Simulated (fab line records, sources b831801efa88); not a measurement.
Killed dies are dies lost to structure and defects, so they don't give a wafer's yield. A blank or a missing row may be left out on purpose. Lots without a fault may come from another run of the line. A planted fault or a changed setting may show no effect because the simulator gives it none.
Chamber matching | flow gf180mcu | GF_CONTACT_CMP_27 on cmp-01: 4 sister chambers
The step polishes, stops on SiO2, t overpolish 15 s, target thk 0 nm. 4 wafers are shown with their chamber, then 6 later ones without.

WAFERS WITH THEIR CHAMBER
wafer  | chamber | motor_current_A (A)
L982.4 | 3       | 8.7
L100.2 | 1       | 11.7
L100.3 | 2       | 9.8
L100.4 | 0       | 10.9

WAFERS WITHOUT THEIR CHAMBER
wafer  | motor_current_A (A)
L101.2 | 11.0
L101.4 | 9.1
L101.5 | 11.4
L102.2 | 11.8
L102.4 | 11.1
L102.6 | 12.1

WHICH CHAMBER EACH WENT THROUGH
wafer  | from the rows above     | in truth
L101.2 | 0                       | 0
L101.4 | can't be placed: 3 or 2 | 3
L101.5 | can't be placed: 1 or 0 | 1
L102.2 | 1                       | 1
L102.4 | can't be placed: 0 or 1 | 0
L102.6 | 1                       | 1
Placed correctly: 3 of 6. Can't be placed from these rows: 3 (the true chamber is among the candidates in 3). Placed wrongly: 0.
How it was worked out, from the rows above alone: a wafer's distance from a chamber is the root of the sum, over the readings, of the square of ((its reading less the chamber's mean) divided by the reading's scatter). The wafer belongs to the nearest chamber; if the next one is less than 2 further off, it can't be placed. A chamber's mean is the mean of its shown wafers. The scatter: with one shown wafer a chamber, the root of the mean of the squares of how far each hidden wafer lies from its nearest shown one.
